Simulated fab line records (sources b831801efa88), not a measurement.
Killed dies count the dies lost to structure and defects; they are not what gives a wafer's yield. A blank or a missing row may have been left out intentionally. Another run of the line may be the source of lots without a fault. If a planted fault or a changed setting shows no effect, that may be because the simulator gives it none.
Which tool is to blame?	flow gf180mcu	14 lots, 42 wafers sampled, at 2 steps of a route of 602

## WHAT EACH GAUGE READ, for each wafer
GF_V1_RS_MEAS_24: measures by four-point-probe.
lot	measured	on	V1_W_RS (ohm/sq)
L913	day 18 02:40	filmMetro-02	0.327 0.322 0.326
L914	day 18 09:55	filmMetro-04	0.329 0.328 0.327
L915	day 19 02:23	filmMetro-04	0.330 0.333 0.329
L916	day 19 03:44	filmMetro-03	0.323 0.327 0.326
L917	day 19 18:25	filmMetro-04	0.326 0.330 0.331
L918	day 20 03:13	filmMetro-04	0.330 0.326 0.334
L920	day 21 05:09	filmMetro-02	0.324 0.327 0.326
L921	day 21 09:05	filmMetro-03	0.324 0.322 0.326
L922	day 21 17:48	filmMetro-03	0.336 0.327 0.327
L924	day 22 08:43	filmMetro-04	0.328 0.323 0.327
L925	day 22 16:28	filmMetro-03	0.330 0.331 0.327
L929	day 24 02:15	filmMetro-04	0.330 0.330 0.332
L931	day 24 17:52	filmMetro-04	0.174 0.333 0.334 0.174 0.334 0.335
L933	day 25 01:17	filmMetro-03	0.173 0.327 0.325 0.173 0.326 0.325

## WHICH TOOL RAN EACH LOT (tool, then ch and the chambers of the sampled wafers, then the start)
lot	GF_V1_CVD_23
L913	cvdW-02 ch 0,1, day 18 02:34
L914	cvdW-01 ch 0, day 18 09:47
L915	cvdW-02 ch 0,1, day 19 02:16
L916	cvdW-01 ch 0,1, day 19 03:37
L917	cvdW-02 ch 0,1, day 19 18:18
L918	cvdW-01 ch 0,1, day 20 03:05
L920	cvdW-01 ch 1, day 21 05:02
L921	cvdW-02 ch 0,1, day 21 08:58
L922	cvdW-01 ch 0,1, day 21 17:41
L924	cvdW-01 ch 0, day 22 08:36
L925	cvdW-01 ch 0,1, day 22 16:21
L929	cvdW-02 ch 0,1, day 24 02:08
L931	cvdW-02 ch 0,1, day 24 17:45
L933	cvdW-02 ch 0,1, day 25 01:11
- GF_V1_CVD_23: deposits W, target thk 350 nm, time 105.05 s.

## AS READ BY THE TOOLS THEMSELVES (means over the sampled wafers that have a number; for cases with no such wafer, the mark the record gives instead)
GF_V1_CVD_23.
lot	tool	heaterPowerW (W)
L913	cvdW-02	855
L914	cvdW-01	734
L915	cvdW-02	834
L916	cvdW-01	804
L917	cvdW-02	835
L918	cvdW-01	795
L920	cvdW-01	951
L921	cvdW-02	829
L922	cvdW-01	886
L924	cvdW-01	732
L925	cvdW-01	877
L929	cvdW-02	843
L931	cvdW-02	852
L933	cvdW-02	848

## THE ANSWER, worked out from the rows above alone
Rule: what is usual is taken from the lots themselves. The widest of any qualifying gaps counts: lots, ordered by their means at a reading, are off when they make up no more than a third of the lots, leave a main group of 4 or more, and stand apart from it by 3 or more times the standard deviation of that group's means. A main group is skipped when, at the precision printed for the reading in the tables above, its means are all equal. Also off: a lot with no number at a reading for which 4 or more lots have one. Where the step has rows for the other lots, those lots are counted as sound. After the gauges, taken in route order, come the tools' own readings; for these a lot's mean is taken, as printed above. The first step at which some lot is off is used, and at that step the reading that is off furthest; a lot without a number counts as furthest.
Off: at GF_V1_RS_MEAS_24 (V1_W_RS), L931, L933. Mean 0.328 ohm/sq and standard deviation 0.0023 in the main group.
If a tool, at a process step before that reading, ran all the lots that are off and no sound lot after the first of them, it fits. Those tools and the gauges at GF_V1_RS_MEAS_24 are tried in the same way. One fits: GF_V1_CVD_23 on cvdW-02. A fault onset in the window from L929 (day 24 02:08, its last sound lot) to L931 (day 24 17:45, its first lot off) fits.

## WHAT HAD BEEN PUT IN BY THE SIMULATOR
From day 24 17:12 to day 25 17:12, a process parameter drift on cvdW-02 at GF_V1_CVD_23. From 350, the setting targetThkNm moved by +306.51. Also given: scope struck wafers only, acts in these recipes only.
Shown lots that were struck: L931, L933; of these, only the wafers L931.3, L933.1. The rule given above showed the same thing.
